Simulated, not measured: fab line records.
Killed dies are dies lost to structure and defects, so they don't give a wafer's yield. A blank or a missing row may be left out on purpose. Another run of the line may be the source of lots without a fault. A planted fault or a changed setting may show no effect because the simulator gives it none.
Which tool was responsible? || flow sky130 || 37 wafers from 13 lots sampled at 4 of the route's 708 steps

== WHAT THE GAUGES SHOWED, per wafer ==
SKY_LOCAL_INTERCONNECT_OVL_MEAS_12. Usual: LOCAL_INTERCONNECT_OVL 0 nm, standard deviation 5.
{"lot": "L883", "measured": "day 30 10:46", "on": "overlay-01", "LOCAL_INTERCONNECT_OVL (nm)": "-1 -4 -4", "flag": ""}
{"lot": "L884", "measured": "day 30 21:02", "on": "overlay-02", "LOCAL_INTERCONNECT_OVL (nm)": "-2 -4 -4", "flag": ""}
{"lot": "L890", "measured": "day 32 16:41", "on": "overlay-02", "LOCAL_INTERCONNECT_OVL (nm)": "4 3", "flag": ""}
{"lot": "L892", "measured": "day 34 02:43", "on": "overlay-01", "LOCAL_INTERCONNECT_OVL (nm)": "1 0", "flag": ""}
{"lot": "L896", "measured": "day 35 10:20", "on": "overlay-02", "LOCAL_INTERCONNECT_OVL (nm)": "2 -3 -5", "flag": ""}
{"lot": "L897", "measured": "day 35 10:46", "on": "overlay-02", "LOCAL_INTERCONNECT_OVL (nm)": "-7 -9 -14", "flag": ""}
{"lot": "L898", "measured": "day 35 22:25", "on": "overlay-01", "LOCAL_INTERCONNECT_OVL (nm)": "6 5 7", "flag": ""}
{"lot": "L901", "measured": "day 36 11:04", "on": "overlay-01", "LOCAL_INTERCONNECT_OVL (nm)": "-9 -11 -8", "flag": ""}
{"lot": "L902", "measured": "day 36 18:28", "on": "overlay-01", "LOCAL_INTERCONNECT_OVL (nm)": "-6 -3 -9", "flag": ""}
{"lot": "L903", "measured": "day 36 23:49", "on": "overlay-01", "LOCAL_INTERCONNECT_OVL (nm)": "0 -1 4", "flag": ""}
{"lot": "L904", "measured": "day 37 11:30", "on": "overlay-02", "LOCAL_INTERCONNECT_OVL (nm)": "3 -3 -4", "flag": ""}
{"lot": "L905", "measured": "day 37 17:08", "on": "overlay-02", "LOCAL_INTERCONNECT_OVL (nm)": "3 3 7", "flag": ""}
{"lot": "L906", "measured": "day 37 17:54", "on": "overlay-02", "LOCAL_INTERCONNECT_OVL (nm)": "-2 4 2", "flag": ""}

SKY_CONTACT_RS_MEAS_25: the measuring method here is four-point-probe. Usual: CONTACT_W_RS 0.337 ohm/sq, standard deviation 0.0048.
{"lot": "L883", "measured": "day 31 16:35", "on": "filmMetro-01", "CONTACT_W_RS (ohm/sq)": "0.334 0.334 0.334", "flag": ""}
{"lot": "L884", "measured": "day 32 02:56", "on": "filmMetro-02", "CONTACT_W_RS (ohm/sq)": "0.346 0.338 0.344", "flag": ""}
{"lot": "L890", "measured": "day 33 21:54", "on": "filmMetro-02", "CONTACT_W_RS (ohm/sq)": "0.343 0.339", "flag": ""}
{"lot": "L892", "measured": "day 35 08:12", "on": "filmMetro-04", "CONTACT_W_RS (ohm/sq)": "0.330 0.333", "flag": ""}
{"lot": "L896", "measured": "day 36 15:35", "on": "filmMetro-02", "CONTACT_W_RS (ohm/sq)": "0.330 0.333 0.328", "flag": ""}
{"lot": "L897", "measured": "day 36 15:51", "on": "filmMetro-04", "CONTACT_W_RS (ohm/sq)": "0.327 0.328 0.336", "flag": ""}
{"lot": "L898", "measured": "day 37 03:14", "on": "filmMetro-01", "CONTACT_W_RS (ohm/sq)": "0.335 0.337 0.339", "flag": ""}
{"lot": "L901", "measured": "day 37 15:11", "on": "filmMetro-01", "CONTACT_W_RS (ohm/sq)": "0.335 0.331 0.343", "flag": ""}
{"lot": "L902", "measured": "day 37 23:05", "on": "filmMetro-01", "CONTACT_W_RS (ohm/sq)": "0.332 0.335 0.337", "flag": ""}
{"lot": "L903", "measured": "day 38 03:39", "on": "filmMetro-04", "CONTACT_W_RS (ohm/sq)": "0.338 0.336 0.337", "flag": ""}
{"lot": "L904", "measured": "day 38 15:31", "on": "filmMetro-04", "CONTACT_W_RS (ohm/sq)": "0.340 0.341 0.346", "flag": ""}
{"lot": "L905", "measured": "day 38 20:34", "on": "filmMetro-02", "CONTACT_W_RS (ohm/sq)": "0.335 0.337 0.337", "flag": ""}
{"lot": "L906", "measured": "day 38 22:23", "on": "filmMetro-01", "CONTACT_W_RS (ohm/sq)": "0.342 0.343 0.344", "flag": ""}

== EACH LOT AND THE TOOL THAT RAN IT (in order: tool; ch and the chambers of the sampled wafers; start) ==
{"lot": "L883", "SKY_LOCAL_INTERCONNECT_STRIP_15": "plasmaAsher-01 ch 0,1, day 30 10:55", "SKY_CONTACT_STRIP_19": "plasmaAsher-04 ch 0,1, day 31 15:49"}
{"lot": "L884", "SKY_LOCAL_INTERCONNECT_STRIP_15": "plasmaAsher-01 ch 0,1, day 30 21:11", "SKY_CONTACT_STRIP_19": "plasmaAsher-04 ch 0,1, day 32 02:01"}
{"lot": "L890", "SKY_LOCAL_INTERCONNECT_STRIP_15": "plasmaAsher-04 ch 0,1, day 32 16:50", "SKY_CONTACT_STRIP_19": "plasmaAsher-03 ch 0,1, day 33 21:07"}
{"lot": "L892", "SKY_LOCAL_INTERCONNECT_STRIP_15": "plasmaAsher-02 ch 0,1, day 34 02:52", "SKY_CONTACT_STRIP_19": "plasmaAsher-03 ch 0,1, day 35 07:25"}
{"lot": "L896", "SKY_LOCAL_INTERCONNECT_STRIP_15": "plasmaAsher-01 ch 0,1, day 35 10:29", "SKY_CONTACT_STRIP_19": "plasmaAsher-02 ch 0,1, day 36 14:40"}
{"lot": "L897", "SKY_LOCAL_INTERCONNECT_STRIP_15": "plasmaAsher-04 ch 0,1, day 35 10:55", "SKY_CONTACT_STRIP_19": "plasmaAsher-02 ch 0,1, day 36 15:01"}
{"lot": "L898", "SKY_LOCAL_INTERCONNECT_STRIP_15": "plasmaAsher-04 ch 0,1, day 35 22:34", "SKY_CONTACT_STRIP_19": "plasmaAsher-04 ch 0,1, day 37 02:22"}
{"lot": "L901", "SKY_LOCAL_INTERCONNECT_STRIP_15": "plasmaAsher-02 ch 0,1, day 36 11:13", "SKY_CONTACT_STRIP_19": "plasmaAsher-04 ch 0,1, day 37 14:25"}
{"lot": "L902", "SKY_LOCAL_INTERCONNECT_STRIP_15": "plasmaAsher-04 ch 0,1, day 36 18:38", "SKY_CONTACT_STRIP_19": "plasmaAsher-04 ch 0,1, day 37 22:19"}
{"lot": "L903", "SKY_LOCAL_INTERCONNECT_STRIP_15": "plasmaAsher-04 ch 0,1, day 36 23:59", "SKY_CONTACT_STRIP_19": "plasmaAsher-03 ch 0,1, day 38 02:51"}
{"lot": "L904", "SKY_LOCAL_INTERCONNECT_STRIP_15": "plasmaAsher-01 ch 0,1, day 37 11:39", "SKY_CONTACT_STRIP_19": "plasmaAsher-02 ch 0, day 38 14:44"}
{"lot": "L905", "SKY_LOCAL_INTERCONNECT_STRIP_15": "plasmaAsher-01 ch 0,1, day 37 17:17", "SKY_CONTACT_STRIP_19": "plasmaAsher-03 ch 0,1, day 38 19:47"}
{"lot": "L906", "SKY_LOCAL_INTERCONNECT_STRIP_15": "plasmaAsher-01 ch 0,1, day 37 18:03", "SKY_CONTACT_STRIP_19": "plasmaAsher-02 ch 0,1, day 38 21:37"}
- SKY_LOCAL_INTERCONNECT_STRIP_15: strips in O2/N2.
- SKY_CONTACT_STRIP_19: strips in O2/N2.

== WHAT THE TOOLS THEMSELVES READ (means of the sampled wafers that have a number; where no wafer has one, the mark that the record gives instead) ==
SKY_LOCAL_INTERCONNECT_STRIP_15. Usual: drypumpMotorCurrentA 5.40 A, standard deviation 0.27; n2FlowSccm 299.9 sccm, standard deviation 0.9; oesProductAu 0.427 a.u., standard deviation 0.0045; stripTimeToEndpointS 4.719 s, standard deviation 0.023.
{"lot": "L883", "tool": "plasmaAsher-01", "drypumpMotorCurrentA (A)": 5.32, "n2FlowSccm (sccm)": 299.1, "oesProductAu (a.u.)": 0.424, "stripTimeToEndpointS (s)": 4.698, "flag": ""}
{"lot": "L884", "tool": "plasmaAsher-01", "drypumpMotorCurrentA (A)": 5.44, "n2FlowSccm (sccm)": 299.8, "oesProductAu (a.u.)": 0.426, "stripTimeToEndpointS (s)": 4.726, "flag": ""}
{"lot": "L890", "tool": "plasmaAsher-04", "drypumpMotorCurrentA (A)": 5.38, "n2FlowSccm (sccm)": 299.5, "oesProductAu (a.u.)": 0.420, "stripTimeToEndpointS (s)": 4.707, "flag": ""}
{"lot": "L892", "tool": "plasmaAsher-02", "drypumpMotorCurrentA (A)": 5.51, "n2FlowSccm (sccm)": 299.8, "oesProductAu (a.u.)": 0.425, "stripTimeToEndpointS (s)": 4.740, "flag": ""}
{"lot": "L896", "tool": "plasmaAsher-01", "drypumpMotorCurrentA (A)": 5.29, "n2FlowSccm (sccm)": 299.5, "oesProductAu (a.u.)": 0.424, "stripTimeToEndpointS (s)": 4.759, "flag": ""}
{"lot": "L897", "tool": "plasmaAsher-04", "drypumpMotorCurrentA (A)": 5.47, "n2FlowSccm (sccm)": 298.9, "oesProductAu (a.u.)": 0.426, "stripTimeToEndpointS (s)": 4.705, "flag": ""}
{"lot": "L898", "tool": "plasmaAsher-04", "drypumpMotorCurrentA (A)": 5.29, "n2FlowSccm (sccm)": 300.8, "oesProductAu (a.u.)": 0.422, "stripTimeToEndpointS (s)": 4.711, "flag": ""}
{"lot": "L901", "tool": "plasmaAsher-02", "drypumpMotorCurrentA (A)": 5.62, "n2FlowSccm (sccm)": 299.4, "oesProductAu (a.u.)": 0.426, "stripTimeToEndpointS (s)": 4.687, "flag": ""}
{"lot": "L902", "tool": "plasmaAsher-04", "drypumpMotorCurrentA (A)": 5.27, "n2FlowSccm (sccm)": 299.9, "oesProductAu (a.u.)": 0.425, "stripTimeToEndpointS (s)": 4.722, "flag": ""}
{"lot": "L903", "tool": "plasmaAsher-04", "drypumpMotorCurrentA (A)": 5.46, "n2FlowSccm (sccm)": 300.4, "oesProductAu (a.u.)": 0.426, "stripTimeToEndpointS (s)": 4.715, "flag": ""}
{"lot": "L904", "tool": "plasmaAsher-01", "drypumpMotorCurrentA (A)": 5.32, "n2FlowSccm (sccm)": 299.0, "oesProductAu (a.u.)": 0.428, "stripTimeToEndpointS (s)": 4.702, "flag": ""}
{"lot": "L905", "tool": "plasmaAsher-01", "drypumpMotorCurrentA (A)": 5.43, "n2FlowSccm (sccm)": 299.4, "oesProductAu (a.u.)": 0.428, "stripTimeToEndpointS (s)": 4.738, "flag": ""}
{"lot": "L906", "tool": "plasmaAsher-01", "drypumpMotorCurrentA (A)": 5.44, "n2FlowSccm (sccm)": 299.0, "oesProductAu (a.u.)": 0.426, "stripTimeToEndpointS (s)": 4.748, "flag": ""}

SKY_CONTACT_STRIP_19. Usual: drypumpMotorCurrentA 5.6 A, standard deviation 0.36; n2FlowSccm 299.9 sccm, standard deviation 0.9; oesProductAu 0.379 a.u., standard deviation 0.005; stripTimeToEndpointS 3.56 s, standard deviation 0.057.
{"lot": "L883", "tool": "plasmaAsher-04", "drypumpMotorCurrentA (A)": 5.3, "n2FlowSccm (sccm)": 300.1, "oesProductAu (a.u.)": 0.379, "stripTimeToEndpointS (s)": 3.64, "flag": ""}
{"lot": "L884", "tool": "plasmaAsher-04", "drypumpMotorCurrentA (A)": 5.3, "n2FlowSccm (sccm)": 298.8, "oesProductAu (a.u.)": 0.377, "stripTimeToEndpointS (s)": 3.54, "flag": ""}
{"lot": "L890", "tool": "plasmaAsher-03", "drypumpMotorCurrentA (A)": 5.9, "n2FlowSccm (sccm)": 300.0, "oesProductAu (a.u.)": 0.381, "stripTimeToEndpointS (s)": 3.30, "flag": "OFF"}
{"lot": "L892", "tool": "plasmaAsher-03", "drypumpMotorCurrentA (A)": 5.9, "n2FlowSccm (sccm)": 300.0, "oesProductAu (a.u.)": 0.374, "stripTimeToEndpointS (s)": 3.22, "flag": "OFF"}
{"lot": "L896", "tool": "plasmaAsher-02", "drypumpMotorCurrentA (A)": 5.4, "n2FlowSccm (sccm)": 300.4, "oesProductAu (a.u.)": 0.378, "stripTimeToEndpointS (s)": 3.55, "flag": ""}
{"lot": "L897", "tool": "plasmaAsher-02", "drypumpMotorCurrentA (A)": 5.7, "n2FlowSccm (sccm)": 300.2, "oesProductAu (a.u.)": 0.374, "stripTimeToEndpointS (s)": 3.53, "flag": ""}
{"lot": "L898", "tool": "plasmaAsher-04", "drypumpMotorCurrentA (A)": 5.3, "n2FlowSccm (sccm)": 299.5, "oesProductAu (a.u.)": 0.377, "stripTimeToEndpointS (s)": 3.50, "flag": ""}
{"lot": "L901", "tool": "plasmaAsher-04", "drypumpMotorCurrentA (A)": 5.4, "n2FlowSccm (sccm)": 299.5, "oesProductAu (a.u.)": 0.379, "stripTimeToEndpointS (s)": 3.54, "flag": ""}
{"lot": "L902", "tool": "plasmaAsher-04", "drypumpMotorCurrentA (A)": 5.5, "n2FlowSccm (sccm)": 298.9, "oesProductAu (a.u.)": 0.377, "stripTimeToEndpointS (s)": 3.54, "flag": ""}
{"lot": "L903", "tool": "plasmaAsher-03", "drypumpMotorCurrentA (A)": 5.8, "n2FlowSccm (sccm)": 299.5, "oesProductAu (a.u.)": 0.378, "stripTimeToEndpointS (s)": 3.55, "flag": ""}
{"lot": "L904", "tool": "plasmaAsher-02", "drypumpMotorCurrentA (A)": 5.1, "n2FlowSccm (sccm)": 301.2, "oesProductAu (a.u.)": 0.377, "stripTimeToEndpointS (s)": 3.54, "flag": ""}
{"lot": "L905", "tool": "plasmaAsher-03", "drypumpMotorCurrentA (A)": 6.0, "n2FlowSccm (sccm)": 299.9, "oesProductAu (a.u.)": 0.376, "stripTimeToEndpointS (s)": 3.53, "flag": ""}
{"lot": "L906", "tool": "plasmaAsher-02", "drypumpMotorCurrentA (A)": 5.6, "n2FlowSccm (sccm)": 299.1, "oesProductAu (a.u.)": 0.380, "stripTimeToEndpointS (s)": 3.57, "flag": ""}

== THE ANSWER, worked out from the rows above alone ==
Rule: lot off if the mean of its wafers having a number is beyond 3 standard deviations from the usual mean. Also off: a lot with no number at a reading for which 4 or more lots have one. All remaining lots with rows at the step are treated as sound. After the gauges, taken in route order, come the tools' own readings; for these a lot's mean is taken, as printed above. At the first step where some lot is off, the reading lying furthest off is the one used; lots without a number count as furthest.
Off, at SKY_CONTACT_STRIP_19 on stripTimeToEndpointS: L890, L892.
If a tool, at that step or one of the process steps before it, ran each lot that is off and ran no sound lot following the first of them, it fits. Of those tried, none fits.

== WHAT THE SIMULATOR HAD PUT IN ==
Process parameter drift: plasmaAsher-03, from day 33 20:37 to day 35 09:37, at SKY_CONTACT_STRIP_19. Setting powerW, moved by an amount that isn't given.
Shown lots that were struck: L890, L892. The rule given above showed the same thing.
